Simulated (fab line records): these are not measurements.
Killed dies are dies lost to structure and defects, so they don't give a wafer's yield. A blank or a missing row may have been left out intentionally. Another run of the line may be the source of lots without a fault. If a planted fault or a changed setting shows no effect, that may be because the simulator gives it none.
Split-lot trial	flow sfq-line	on a route of 325 steps: 5 lots, 23 wafers read

THE SPLIT ITSELF
At SFQ_TRILAYER_I5_ETCH_VIA_ETCH_147 (etches the open film in CHF3, stops on Nb, target depth 360 nm), the setting source-w was moved away from the recipe's 500 W on 10 of the 23 wafers read, by -11.1% to +8.7%. The other wafers ran this setting at the recipe's value.

The split's own step is where the reading is taken.

THE READING
oes-product-au, in a.u., at SFQ_TRILAYER_I5_ETCH_VIA_ETCH_147 (etches the open film in CHF3, stops on Nb, target depth 360 nm). Typical for fault-free wafers on this fab line: 0.990 a.u., with standard deviation 0.0066 a.u.

wafer	tool, chamber at the split	source-w as run, W	against the recipe	oes-product-au, a.u.	against lot-mates on the recipe
L079.2	rie-diel-03, 1	500	recipe	0.987	-
L079.3	rie-diel-03, 3	500	recipe	0.992	-
L079.4	rie-diel-03, 0	444.6	-11.1%	0.971	-0.020
L079.5	rie-diel-03, 0	500	recipe	0.995	-
L079.6	rie-diel-03, 3	444.6	-11.1%	0.978	-0.013
L081.3	rie-diel-04, 1	500	recipe	1.004	-
L081.5	rie-diel-04, 2	500	recipe	0.996	-
L081.6	rie-diel-04, 3	500	recipe	0.993	-
L083.1	rie-diel-01, 1	445	-11.0%	0.971	-0.016
L083.2	rie-diel-01, 0	445	-11.0%	0.978	-0.009
L083.4	rie-diel-01, 2	500	recipe	0.990	-
L083.5	rie-diel-01, 1	500	recipe	0.989	-
L083.6	rie-diel-01, 2	500	recipe	0.981	-
L084.1	rie-diel-03, 0	458.4	-8.3%	0.986	-0.011
L084.2	rie-diel-03, 3	500	recipe	1.003	-
L084.3	rie-diel-03, 2	500	recipe	0.991	-
L084.4	rie-diel-03, 2	458.4	-8.3%	0.980	-0.017
L084.6	rie-diel-03, 0	458.4	-8.3%	0.981	-0.016
L085.1	rie-diel-01, 1	543.4	+8.7%	0.996	+0.015
L085.2	rie-diel-01, 2	543.4	+8.7%	0.992	+0.011
L085.3	rie-diel-01, 3	500	recipe	0.981	-
L085.4	rie-diel-01, 0	500	recipe	0.981	-
L085.5	rie-diel-01, 1	543.4	+8.7%	0.993	+0.012

THE FIT
A straight line over all 23 wafers: oes-product-au changes by +0.00102 a.u. for each +1% of source-w; r = +0.70; the points scatter about the line by 0.0066 a.u.
The same after taking each lot's own level away (the mean of its wafers on the recipe; 23 wafers): +0.00145 a.u. for each +1%; r = +0.91; scatter 0.0041 a.u.
The reading moves by 0.016 a.u. for the largest change in source-w, on that fit.
Across the lots, their own levels run from 0.9810 to 0.9977 a.u., a range of 2.5 times the standard deviation given above.
So the lot-to-lot level blurs the effect unless lot-mates are compared.
Check: for one of the wafers moved furthest among these (-11.1%), held out of the fit, the line's prediction against its lot-mates is -0.0154 a.u. Against them it came out at -0.0203 a.u.
Tool readings at the split's step, against how far the setting was moved: oes-product-au r = +0.70.

THE OTHER SPLITS THESE WAFERS WENT THROUGH
Other splits were also applied to these wafers ahead of the reading. Each is held against what the fit with the lots' levels taken away leaves over:
other split on the same wafers	wafers away from the commonest value	r with oes-product-au (lot level and that fit taken away)
SFQ_TRILAYER_JJ_CE_BARC_OPEN_RIE_150 pressure-mtorr	10	+0.19
SFQ_TRILAYER_M5_ETCH_METAL_ETCH_126 time-s	9	-0.03
SFQ_TRILAYER_R5_DEP_SPUTTER_132 time-s	9	+0.11
SFQ_TRILAYER_R5_LITHO_COAT_136 resist-thk-nm	4	+0.27
SFQ_TRILAYER_R5_BARC_OPEN_METAL_ETCH_177 time-s	4	-0.24
SFQ_TRILAYER_A5C_DEP_PECVD_142 time-s	11	-0.01

THE WHOLE CHAIN: every reading that the file lists as answering this split, in the file's order
step	what it does	reading	change (the file's fit)	r (the file's)
SFQ_TRILAYER_I5_ETCH_VIA_ETCH_147	etches the open film in CHF3, stops on Nb, target depth 360 nm	oes-product-au	+0.00142 a.u. for each +1% of the setting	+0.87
SFQ_TRILAYER_I5_ETCH_VIA_ETCH_147	etches the open film in CHF3, stops on Nb, target depth 360 nm	I5.feature-depth-nm (the simulator's own value, which no gauge read)	+1.13 nm for each +1% of the setting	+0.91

FILE'S OWN FIT
oes-product-au changes by +0.00142 a.u. for each +1% of source-w, r = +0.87.
